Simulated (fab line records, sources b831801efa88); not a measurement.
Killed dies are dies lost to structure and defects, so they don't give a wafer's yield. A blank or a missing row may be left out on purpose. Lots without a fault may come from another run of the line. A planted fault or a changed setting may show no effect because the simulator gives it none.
One fault seen from 2 desks | flow gf180mcu | each desk has only its own numbers; what lay behind them comes last

THE METROLOGY DESK
What the gauges read, lot by lot, whatever tool the lot ran on: means of the sampled wafers that have a number. A lot is out of limits, marked OUT, if its mean lies more than 4 standard deviations from the usual mean; the brackets give that distance.
Columns: A = V1_BOW at GF_V1_BOW_MEAS_05, usual 81 um; B = V3_CVD_00_THK at GF_V3_THK_MEAS_01, usual 601 nm
lot  | first seen here | A  | B
L843 | day 17 06:24    | 75 | 597
L845 | day 18 12:35    | 78 | 595
L847 | day 19 07:18    | 76 | 597
L848 | day 19 15:20    | 75 | 596
L850 | day 20 06:40    | 72 | 598
L851 | day 20 11:46    | 84 | 702 (+16) OUT
L852 | day 20 21:25    | 83 | 694 (+15) OUT
L859 | day 23 10:46    | 77 | 609
L860 | day 23 21:26    | 88 | 608
L862 | day 24 12:46    | 85 | 604
L863 | day 24 20:05    | 73 | 598
L864 | day 25 00:16    | 70 | 607
This desk's finding: out of limits on L851, L852; first on L851, day 24 14:57 (V3_CVD_00_THK at GF_V3_THK_MEAS_01). In limits: L843, L845, L847, L848, L850, L859, L860, L862, L863, L864.

THE TOOL OWNER'S DESK: hdpcvd-02
The tool's own readings at GF_V3_CVD_00 (deposits SiO2, target thk 600 nm, time 100 s): means of the sampled wafers that have a number, for each lot that ran on this tool. A lot is out of limits, marked OUT, if its mean lies more than 4 standard deviations from the usual mean; the brackets give that distance.
Columns: A = pressure_mtorr at GF_V3_CVD_00, usual 6.000 mTorr; B = sih4_flow_sccm at GF_V3_CVD_00, usual 60.00 sccm
lot  | first seen here | A     | B
L843 | day 21 11:41    | 6.011 | 60.01
L845 | day 22 18:28    | 5.998 | 59.87
L847 | day 23 11:40    | 6.000 | 60.00
L848 | day 23 19:53    | 6.015 | 59.78
L850 | day 24 10:37    | 5.983 | 59.88
L851 | day 24 14:52    | 6.006 | 70.18 (+54) OUT
L852 | day 24 21:32    | 6.006 | 70.14 (+53) OUT
L860 | day 27 14:51    | 6.002 | 59.99
L862 | day 28 04:30    | 5.998 | 59.89
L864 | day 28 15:18    | 5.994 | 59.97
This desk's finding: out of limits on L851, L852; first on L851, day 24 14:52 (sih4_flow_sccm at GF_V3_CVD_00). In limits: L843, L845, L847, L848, L850, L860, L862, L864.

PUT TOGETHER
The tool owner's desk could have raised an alarm at day 24 14:52, on L851, L852.
The metrology desk could have raised an alarm at day 24 14:57, on L851, L852.
Of the lots named, all ran GF_V3_CVD_00 on hdpcvd-02.

WHAT THE SIMULATOR HAD PUT IN
Process parameter drift: hdpcvd-02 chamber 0, from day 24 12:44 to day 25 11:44, at GF_V3_CVD_00. Setting sih4_flow_sccm, moved by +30, from 60. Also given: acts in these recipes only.
Lots struck among those shown: L851, L852.
Hours from the fault's start to each desk's first reading out of limits: the tool owner's desk, 2; the metrology desk, 2.
